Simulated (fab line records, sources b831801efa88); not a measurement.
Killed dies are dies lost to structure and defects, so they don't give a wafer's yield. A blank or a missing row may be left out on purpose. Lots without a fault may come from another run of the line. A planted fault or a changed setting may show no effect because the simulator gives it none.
fab line records | flow gf180mcu | part 1 of 2: steps 1 to 29 of 40
record lots=5 wafers=15 last_day=34
route steps=602 shown SALICIDE@285 CONTACT@287 M1@315
lots that met no fault: from a run of the same line without faults
start_h: hours from the record's first day to the start of the lot's first wafer shown | wait_h: hours since the lot's step before | " the same as in the row above | L1.1+2: a row that stands for several wafers | - no value, or no start given | * or withheld: withheld | < > ~ a bound
route shown NAME@n: a module of which the file shows steps, and the number in the route of the first | usual: mean/standard deviation of fault-free wafers | same: alike in all rows | chamber/n: place in a boat | sites: the reading at each site | _std_site: their standard deviation | _edge_site: outer sites' mean less inner sites' | radius_mm: how far each site lies from the wafer's centre | mask NAME#n: copy n | behind: the tool/chamber that last shaped the wafer | hold: why the lot was held/for how many hours/how that ended | device: the transistor (n, p or np) that didn't switch | end of line: the same wafers' tests at the end of the route | a step without rows: its recipe alone | killed: dies lost to structure and defects at the first sort, not the wafer's yield | map: a wafer's dies, x killed, . not, _ none there
set.NAME: the setting as run; set.NAME@STEP: as run at that earlier step | model.NAME: the simulator's own value behind a step, which no gauge read
lots at some steps of the route; a table a step, a row a wafer
services: from which hour (start_h, from the record's first day; less than 0 if before it) a tool's chamber was out of use, for how many hours, and why
## steps
# step GF_SALICIDE_WET_ETCH_07
# recipe chemistry=SPM target_depth_nm=120 dry=n2_spin
# columns lot.wafer tool chamber start_h wait_h
L080.1+5+6 wet_bench-01 2 392.67 0.1
L083.3+4+5 wet_bench-02 3 418.19 0.1
L086.1+3+5 wet_bench-04 1 442.00 0.1
L089.1+3+6 wet_bench-01 2 470.49 0.1
L096.1+4+5 wet_bench-02 0 538.58 0.1
# step GF_SALICIDE_RTA_08
# recipe temp_c=800 time_s=30 ambient=N2
# usual lamp_power_pct=15.9/0.87 wafer_temp_C_max=804.5/1.5
# columns lot.wafer tool chamber start_h wait_h lamp_power_pct wafer_temp_C_max
L080.1 rtp_anneal-02 0 392.77 0.0 17.0 805.1
L080.5 " 0 " " 17.0 804.0
L080.6 " 0 " " 17.0 802.9
L083.3 rtp_anneal-01 0 418.34 0.0 15.3 805.3
L083.4 " 0 " " 15.3 804.2
L083.5 " 0 " " 15.2 806.1
L086.1 rtp_anneal-01 0 442.10 0.0 15.3 804.7
L086.3 " 0 " " 15.3 806.9
L086.5 " 0 " " 15.3 804.4
L089.1 rtp_anneal-01 0 470.58 0.0 15.2 805.2
L089.3 " 0 " " 15.2 805.3
L089.6 " 0 " " 15.3 805.5
L096.1 rtp_anneal-01 0 538.68 0.0 15.2 805.4
L096.4 " 0 " " 15.3 804.2
L096.5 " 0 " " 15.3 804.9
# step GF_CONTACT_CVD_00
# recipe material=SiO2 target_thk_nm=300 sigma_open_frac=0.3 temp_c=400 time_s=50 sih4_flow_sccm=60 pressure_mtorr=6
# columns lot.wafer tool chamber start_h wait_h
L080.1+5+6 hdpcvd-02 0,0,1 392.87 0.1
L083.3+4+5 hdpcvd-02 0,2,1 418.40 0.1
L086.1+3+5 hdpcvd-02 1,0,2 442.20 0.1
L089.1+3+6 hdpcvd-01 1,0,1 470.68 0.1
L096.1+4+5 hdpcvd-01 1,1,0 538.78 0.1
# step GF_CONTACT_THK_MEAS_01
# recipe reads=SiO2_of_CONTACT_CVD_00
# usual CONTACT_CVD_00_THK=301/3.4
# columns lot.wafer tool chamber start_h wait_h CONTACT_CVD_00_THK[nm]
L080.1 film_metro-04 - 392.91 0.0 300
L080.5 " - " " 306
L080.6 " - " " 303
L083.3 film_metro-04 - 418.47 0.0 301
L083.4 " - " " 301
L083.5 " - " " 303
L086.1 film_metro-04 - 442.25 0.0 297
L086.3 " - " " 295
L086.5 " - " " 296
L089.1 film_metro-02 - 470.72 0.0 298
L089.3 " - " " 299
L089.6 " - " " 298
L096.1 film_metro-01 - 538.82 0.0 300
L096.4 " - " " 301
L096.5 " - " " 301
# step GF_CONTACT_CVD_02
# recipe material=SiO2 target_thk_nm=860 precursor=TEOS temp_c=400 time_s=95.992 rf_w=600
# usual heater_power_w=628/74
# columns lot.wafer tool chamber start_h wait_h heater_power_w since_wet_clean_h
L080.1 pecvd-01 1 392.97 0.1 600 427
L080.5 " 0 " " 687 -
L080.6 " 2 " " 531 -
L083.3 pecvd-02 1 418.51 0.0 600 244
L083.4 " 0 " " 540 -
L083.5 " 1 " " 658 -
L086.1 pecvd-04 0 442.31 0.1 618 684
L086.3 " 2 " " 771 684
L086.5 " 0 " " 644 -
L089.1 pecvd-01 0 470.78 0.1 698 504
L089.3 " 2 " " 612 504
L089.6 " 0 " " 733 -
L096.1 pecvd-01 1 538.88 0.1 570 573
L096.4 " 2 " " 658 -
L096.5 " 0 " " 574 -
# step GF_CONTACT_THK_MEAS_03
# recipe reads=SiO2_of_CONTACT_CVD_02
# usual CONTACT_CVD_02_THK=857/9.9
# columns lot.wafer tool chamber start_h wait_h CONTACT_CVD_02_THK[nm]
L080.1 film_metro-02 - 393.04 0.0 853
L080.5 " - " " 872
L080.6 " - " " 874
L083.3 film_metro-02 - 418.60 0.1 845
L083.4 " - " " 864
L083.5 " - " " 853
L086.1 film_metro-02 - 442.38 0.0 835
L086.3 " - " " 845
L086.5 " - " " 856
L089.1 film_metro-04 - 470.85 0.0 845
L089.3 " - " " 845
L089.6 " - " " 867
L096.1 film_metro-04 - 538.95 0.0 850
L096.4 " - " " 867
L096.5 " - " " 858
# step GF_CONTACT_CMP_04
# recipe material=SiO2 down_force_psi=4 platen_rpm=60 pad_velocity_m_s=0.94248
# usual motor_current_A=12.2/1.1 platen_rpm=60.00/0.037 time_to_endpoint_s=108/5.1
# columns lot.wafer tool chamber start_h wait_h motor_current_A platen_rpm time_to_endpoint_s
L080.1 cmp-02 3 393.15 0.1 13.0 60.03 103
L080.5 " 2 " " 11.3 60.00 114
L080.6 " 3 " " 11.9 60.00 114
L083.4 cmp-02 0 418.74 0.1 13.8 60.01 110
L083.3 " 1 " " 11.7 60.03 99
L083.5 " 2 " " 11.0 60.02 106
L086.1 cmp-02 0 442.44 0.1 14.3 59.98 103
L086.3 " 2 " " 10.9 60.03 100
L086.5 " 1 " " 12.6 59.92 107
L089.1 cmp-01 3 470.96 0.1 11.7 60.03 112
L089.3 " 1 " " 11.5 59.97 111
L089.6 " 3 " " 10.6 60.00 117
L096.4 cmp-02 0 539.11 0.1 13.9 59.98 114
L096.1 " 1 " " 11.5 60.01 108
L096.5 " 3 " " 11.9 60.03 110
# step GF_CONTACT_BOW_MEAS_05
# recipe mode=bow
# usual CONTACT_BOW=67/7.2
# columns lot.wafer tool chamber start_h wait_h CONTACT_BOW[um]
L080.1 film_metro-01 - 393.40 0.2 78
L080.5 " - " " 69
L080.6 " - " " 68
L083.3 film_metro-01 - 418.98 0.1 55
L083.4 " - " " 55
L083.5 " - " " 56
L086.1 film_metro-01 - 442.74 0.2 62
L086.3 " - " " 73
L086.5 " - " " 58
L089.1 film_metro-02 - 471.21 0.2 71
L089.3 " - " " 72
L089.6 " - " " 74
L096.1 film_metro-04 - 539.31 0.1 69
L096.4 " - " " 66
L096.5 " - " " 63
# step GF_CONTACT_DEHYDRATE_06
# recipe temp_c=200 time_s=60
# columns lot.wafer tool chamber start_h wait_h
L080.1+5+6 litho_track-01 0 404.59 11.2
L083.3+4+5 litho_track-03 0 430.86 11.9
L086.1+3+5 litho_track-01 0 454.89 12.1
L089.1+3+6 litho_track-02 0 483.14 11.9
L096.1+4+5 litho_track-02 0 550.24 10.9
# step GF_CONTACT_HMDS_07
# recipe prime_time_s=60 prime_temp_c=120
# columns lot.wafer tool chamber start_h wait_h
L080.1+5+6 litho_track-01 0 404.74 0.1
L083.3+4+5 litho_track-03 0 431.01 0.1
L086.1+3+5 litho_track-01 0 455.04 0.1
L089.1+3+6 litho_track-02 0 483.29 0.1
L096.1+4+5 litho_track-02 0 550.39 0.1
# step GF_CONTACT_COAT_08
# recipe resist=BARC temp_c=withheld time_s=withheld spin_rpm=withheld resist_thk_nm=withheld
# columns lot.wafer tool chamber start_h wait_h
L080.1+5+6 litho_track-01 0 404.89 0.1
L083.3+4+5 litho_track-03 0 431.16 0.1
L086.1+3+5 litho_track-01 0 455.19 0.1
L089.1+3+6 litho_track-02 0 483.44 0.1
L096.1+4+5 litho_track-02 0 550.54 0.1
# step GF_CONTACT_COAT_09
# recipe resist=KrF spin_rpm=withheld resist_thk_nm=1000
# columns lot.wafer tool chamber start_h wait_h
L080.1+5+6 litho_track-01 0 - -
L083.3+4+5 litho_track-03 0 - -
L086.1+3+5 litho_track-01 0 - -
L089.1+3+6 litho_track-02 0 - -
L096.1+4+5 litho_track-02 0 - -
# step GF_CONTACT_SOFTBAKE_10
# recipe temp_c=130 time_s=60 resist=KrF
# columns lot.wafer tool chamber start_h wait_h
L080.1+5+6 litho_track-01 0 - -
L083.3+4+5 litho_track-03 0 - -
L086.1+3+5 litho_track-01 0 - -
L089.1+3+6 litho_track-02 0 - -
L096.1+4+5 litho_track-02 0 - -
# step GF_CONTACT_EXPOSE_11
# recipe mask_id=Contact target_cd_nm=220 na=0.68 source_shape=conventional sigma_outer=0.6 dose_mj=38
# usual exposure_dose_mJ_cm2=37.97/0.038 focus_offset_nm=0.2/0.62 reticle_temp_C=22.99/0.11
# columns lot.wafer tool chamber start_h wait_h mask exposure_dose_mJ_cm2 focus_offset_nm reticle_temp_C
L080.1 krf_scanner-01 0 - - Contact#0 37.94 1.0 22.92
L080.5 " 0 " " Contact#0 37.87 1.3 23.13
L080.6 " 0 " " Contact#0 37.93 1.3 22.94
L083.3 krf_scanner-01 0 - - Contact#0 37.96 -0.2 23.06
L083.4 " 0 " " Contact#0 37.97 0.0 22.93
L083.5 " 0 " " Contact#0 37.93 0.0 22.99
L086.1 krf_scanner-02 0 - - Contact#0 37.98 0.5 23.03
L086.3 " 0 " " Contact#0 38.02 0.7 23.03
L086.5 " 0 " " Contact#0 38.00 0.2 23.06
L089.1 krf_scanner-02 0 - - Contact#0 38.01 -0.7 22.84
L089.3 " 0 " " Contact#0 38.05 0.6 23.01
L089.6 " 0 " " Contact#0 38.08 -0.5 23.04
L096.1 krf_scanner-02 0 - - Contact#0 37.98 -0.9 22.84
L096.4 " 0 " " Contact#0 37.98 0.2 23.00
L096.5 " 0 " " Contact#0 37.97 -0.3 23.02
# step GF_CONTACT_PEB_12
# recipe peb_temp_c=135 peb_time_s=90 resist=KrF
# same peb_time_s=90
# columns lot.wafer tool chamber start_h wait_h
L080.1+5+6 litho_track-03 0 - -
L083.3+4+5 litho_track-03 0 - -
L086.1+3+5 litho_track-03 0 - -
L089.1+3+6 litho_track-03 0 - -
L096.1+4+5 litho_track-03 0 - -
# step GF_CONTACT_DEVELOP_13
# recipe develop_time_s=60 resist=KrF dev_temp_c=21
# columns lot.wafer tool chamber start_h wait_h
L080.1+5+6 litho_track-03 0 416.91 0.2
L083.3+4+5 litho_track-03 0 442.96 0.1
L086.1+3+5 litho_track-03 0 467.11 0.2
L089.1+3+6 litho_track-03 0 495.11 0.2
L096.1+4+5 litho_track-03 0 562.66 0.2
# step GF_CONTACT_CD_MEAS_14
# recipe target_cd_nm=220
# usual cd_nm=219.6/1.5
# columns lot.wafer tool chamber start_h wait_h cd_nm
L080.1 cd_sem-01 - 417.06 0.1 218.7
L080.5 " - " " 221.1
L080.6 " - " " 220.7
L083.3 cd_sem-01 - 443.10 0.1 219.7
L083.4 " - " " 217.6
L083.5 " - " " 218.5
L086.1 cd_sem-02 - 467.26 0.1 219.6
L086.3 " - " " 219.8
L086.5 " - " " 220.1
L089.1 cd_sem-01 - 495.26 0.1 222.0
L089.3 " - " " 221.4
L089.6 " - " " 222.8
L096.1 cd_sem-01 - 562.81 0.1 222.2
L096.4 " - " " 221.4
L096.5 " - " " 220.5
# step GF_CONTACT_OVL_MEAS_15
# usual CONTACT_OVL=3/4.9
# columns lot.wafer tool chamber start_h wait_h CONTACT_OVL[nm]
L080.1 overlay-01 - 417.18 0.1 -3
L080.5 " - " " 6
L080.6 " - " " 7
L083.3 overlay-02 - 443.19 0.1 7
L083.4 " - " " 8
L083.5 " - " " 6
L086.1 overlay-01 - 467.38 0.1 0
L086.3 " - " " 8
L086.5 " - " " -6
L089.1 overlay-02 - 495.38 0.1 2
L089.3 " - " " 7
L089.6 " - " " 2
L096.1 overlay-02 - 562.93 0.1 2
L096.4 " - " " 6
L096.5 " - " " 5
# step GF_CONTACT_ETCH_16
# recipe chemistry=N2/H2 target_depth_a=withheld overetch_a=withheld time_s=withheld target=BARC ion_energy_ev=200 source_w=500 bias_w=100 pressure_mtorr=30 n2_flow_sccm=100 h2_flow_sccm=200
# usual drypump_motor_current_A=5.5/0.55 h2_flow_sccm=200.0/0.61 oes_product_au=0.856/0.005 throttle_valve_pct=13.224/0.0086
# columns lot.wafer tool chamber start_h wait_h drypump_motor_current_A h2_flow_sccm oes_product_au throttle_valve_pct
L080.1 rie_diel-04 1 417.22 0.0 6.4 200.3 0.851 13.214
L080.5 " 1 " " 6.5 200.4 0.867 13.226
L080.6 " 2 " " 4.8 200.5 0.859 13.227
L083.3 rie_diel-04 1 443.22 0.0 6.4 199.8 0.862 13.233
L083.4 " 3 " " 5.2 199.5 0.855 13.221
L083.5 " 1 " " 6.4 199.6 0.859 13.227
L086.1 rie_diel-04 3 467.42 0.0 5.2 200.2 0.868 13.218
L086.3 " 1 " " 6.4 199.2 0.856 13.215
L086.5 " 2 " " 4.8 200.2 0.858 13.239
L089.1 rie_diel-04 3 495.42 0.0 5.3 200.4 0.860 13.202
L089.3 " 0 " " 5.1 200.0 0.858 13.219
L089.6 " 0 " " 5.1 199.6 0.859 13.218
L096.1 rie_diel-04 1 562.96 0.0 6.5 200.6 0.863 13.217
L096.4 " 0 " " 5.1 200.6 0.855 13.217
L096.5 " 2 " " 4.7 199.4 0.852 13.216
# step GF_CONTACT_ETCH_17
# recipe chemistry=C4F8/O2/Ar mask_material=KrF target=SiO2 stop_on=CoSi2 source_w=1500 bias_w=1200 pressure_mtorr=40 c4f8_flow_sccm=withheld O2_flow_sccm=6 Ar_flow_sccm=300 time_s=withheld target_depth_a=8600
# usual oes_product_au=0.815/0.0054
# columns lot.wafer tool chamber start_h wait_h oes_product_au
L080.1 rie_diel-04 1 - - 0.817
L080.5 " 1 " " 0.820
L080.6 " 2 " " 0.819
L083.3 rie_diel-04 1 - - 0.816
L083.4 " 3 " " 0.811
L083.5 " 1 " " 0.818
L086.1 rie_diel-04 3 - - 0.808
L086.3 " 1 " " 0.808
L086.5 " 2 " " 0.804
L089.1 rie_diel-04 3 - - 0.816
L089.3 " 0 " " 0.818
L089.6 " 0 " " 0.823
L096.1 rie_diel-04 1 - - 0.822
L096.4 " 0 " " 0.812
L096.5 " 2 " " 0.806
# step GF_CONTACT_STRIP_18
# recipe chemistry=O2/N2 power_w=1400 pressure_mtorr=1500 platen_temp_c=250 o2_flow_sccm=3000 n2_flow_sccm=300 overash_fraction=0.5
# usual drypump_motor_current_A=5.7/0.5 heater_power_w=338/26 oes_product_au=0.580/0.0048
# same overash_fraction=0.5
# columns lot.wafer tool chamber start_h wait_h drypump_motor_current_A heater_power_w oes_product_au rf_hours_counter_h
L080.1 plasma_asher-02 0 417.38 - 5.6 344 0.573 80
L080.5 " 1 " " 5.5 329 0.583 -
L080.6 " 0 " " 5.6 333 0.572 -
L083.3 plasma_asher-01 0 443.41 - 6.7 331 0.576 -
L083.4 " 1 " " 5.6 389 0.582 -
L083.5 " 0 " " 6.7 332 0.583 -
L086.1 plasma_asher-01 1 467.58 - 5.6 383 0.585 4
L086.3 " 1 " " 5.6 398 0.575 -
L086.5 " 1 " " 5.6 380 0.580 -
L089.1 plasma_asher-02 1 495.58 - 5.4 326 0.582 89
L089.3 " 0 " " 5.6 344 0.586 -
L089.6 " 1 " " 5.5 316 0.582 -
L096.1 plasma_asher-03 0 563.13 - 5.5 306 0.590 46
L096.4 " 0 " " 5.5 309 0.576 -
L096.5 " 1 " " 5.1 329 0.584 -
# step GF_CONTACT_CLEAN_19
# recipe chemistry=SPM
# columns lot.wafer tool chamber start_h wait_h
L080.1+5+6 wet_bench-03 2 417.48 0.1
L083.3+4+5 wet_bench-04 3 443.48 0.0
L086.1+3+5 wet_bench-03 1 467.68 0.1
L089.1+3+6 wet_bench-02 1 495.68 0.1
L096.1+4+5 wet_bench-03 2 563.23 0.1
# step GF_CONTACT_CLEAN_20
# recipe chemistry=DIW
# columns lot.wafer tool chamber start_h wait_h
L080.1+5+6 wet_bench-02 2 417.57 0.0
L083.3+4+5 wet_bench-03 1 443.58 0.0
L086.1+3+5 wet_bench-02 3 467.77 0.0
L089.1+3+6 wet_bench-04 1 495.77 0.0
L096.1+4+5 wet_bench-04 1 563.32 0.0
# step GF_CONTACT_CLEAN_21
# recipe chemistry=dHF time_s=20 dilution=100:1 dry=ipa_marangoni
# columns lot.wafer tool chamber start_h wait_h
L080.1+5+6 wet_bench-03 3 417.68 0.0
L083.3+4+5 wet_bench-02 2 443.67 0.0
L086.1+3+5 wet_bench-03 1 467.86 0.0
L089.1+3+6 wet_bench-02 0 495.86 0.0
L096.1+4+5 wet_bench-03 3 563.42 0.0
# step GF_CONTACT_SPUTTER_22
# recipe material=Ti target_thk_nm=15 chamber_pressure_pa=5 power_w=2500 substrate_temp_c=200 time_s=80.02
# usual throttle_valve_pct=29.8/0.58
# columns lot.wafer tool chamber start_h wait_h throttle_valve_pct
L080.1 pvd_sputter-03 - 417.69 0.0 29.1
L080.5 " - " " 29.7
L080.6 " - " " 29.3
L083.3 pvd_sputter-02 - 443.69 0.0 30.2
L083.4 " - " " 29.3
L083.5 " - " " 30.3
L086.1 pvd_sputter-03 - 467.88 0.0 29.5
L086.3 " - " " 29.2
L086.5 " - " " 30.4
L089.1 pvd_sputter-03 - 495.88 0.0 29.5
L089.3 " - " " 28.9
L089.6 " - " " 29.2
L096.1 pvd_sputter-04 - 563.43 0.0 30.4
L096.4 " - " " 29.1
L096.5 " - " " 29.9
# step GF_CONTACT_SPUTTER_23
# recipe material=TiN target_thk_nm=10 chamber_pressure_pa=5 power_w=4000 time_s=40
# usual throttle_valve_pct=29.8/0.6
# columns lot.wafer tool chamber start_h wait_h throttle_valve_pct
L080.1 pvd_sputter-03 - 417.76 0.0 29.1
L080.5 " - " " 29.9
L080.6 " - " " 29.3
L083.3 pvd_sputter-02 - 443.75 0.0 30.2
L083.4 " - " " 29.5
L083.5 " - " " 30.7
L086.1 pvd_sputter-03 - 467.94 0.0 29.7
L086.3 " - " " 28.9
L086.5 " - " " 30.3
L089.1 pvd_sputter-03 - 495.94 0.0 29.6
L089.3 " - " " 29.2
L089.6 " - " " 29.0
L096.1 pvd_sputter-04 - 563.49 0.0 30.2
L096.4 " - " " 28.9
L096.5 " - " " 29.8
# step GF_CONTACT_CVD_24
# recipe material=W target_thk_nm=300 time_s=90.339 temp_c=400 pressure_torr=40
# usual heater_power_w=932/91
# columns lot.wafer tool chamber start_h wait_h heater_power_w since_wet_clean_h
L080.1 cvd_w-02 1 417.79 0.0 804 514
L080.5 " 0 " " 912 -
L080.6 " 1 " " 790 -
L083.3 cvd_w-01 1 443.82 0.1 1041 -
L083.4 " 0 " " 934 -
L083.5 " 0 " " 930 -
L086.1 cvd_w-02 1 467.98 0.0 825 564
L086.3 " 1 " " 776 -
L086.5 " 1 " " 786 -
L089.1 cvd_w-02 1 495.98 0.0 813 592
L089.3 " 1 " " 817 -
L089.6 " 0 " " 916 -
L096.1 cvd_w-01 1 563.53 0.0 1035 160
L096.4 " 1 " " 1050 -
L096.5 " 0 " " 942 -
# step GF_CONTACT_RS_MEAS_25
# recipe thk_meas_gauge=four-point-probe reads=W_of_CONTACT_CVD_24+TiN_of_CONTACT_SPUTTER_23+Ti_of_CONTACT_SPUTTER_22
# usual CONTACT_W_RS=0.380/0.0061
# columns lot.wafer tool chamber start_h wait_h CONTACT_W_RS[ohm/sq]
L080.1 film_metro-02 - 417.90 0.1 0.383
L080.5 " - " " 0.365
L080.6 " - " " 0.378
L083.3 film_metro-02 - 443.93 0.1 0.384
L083.4 " - " " 0.381
L083.5 " - " " 0.384
L086.1 film_metro-04 - 468.18 0.2 0.386
L086.3 " - " " 0.383
L086.5 " - " " 0.381
L089.1 film_metro-01 - 496.08 0.1 0.380
L089.3 " - " " 0.380
L089.6 " - " " 0.370
L096.1 film_metro-01 - 563.63 0.1 0.387
L096.4 " - " " 0.384
L096.5 " - " " 0.384
# step GF_CONTACT_THK_MEAS_26
# recipe thk_meas_gauge=xrf reads=W_of_CONTACT_CVD_24
# usual CONTACT_W_THK=288/4.9
# columns lot.wafer tool chamber start_h wait_h CONTACT_W_THK[nm]
L080.1 film_metro-02 - 418.02 0.1 290
L080.5 " - " " 305
L080.6 " - " " 295
L083.3 film_metro-02 - 444.03 0.1 289
L083.4 " - " " 293
L083.5 " - " " 290
L086.1 film_metro-04 - 468.30 0.1 286
L086.3 " - " " 288
L086.5 " - " " 290
L089.1 film_metro-01 - 496.20 0.1 283
L089.3 " - " " 284
L089.6 " - " " 291
L096.1 film_metro-01 - 563.75 0.1 282
L096.4 " - " " 282
L096.5 " - " " 282
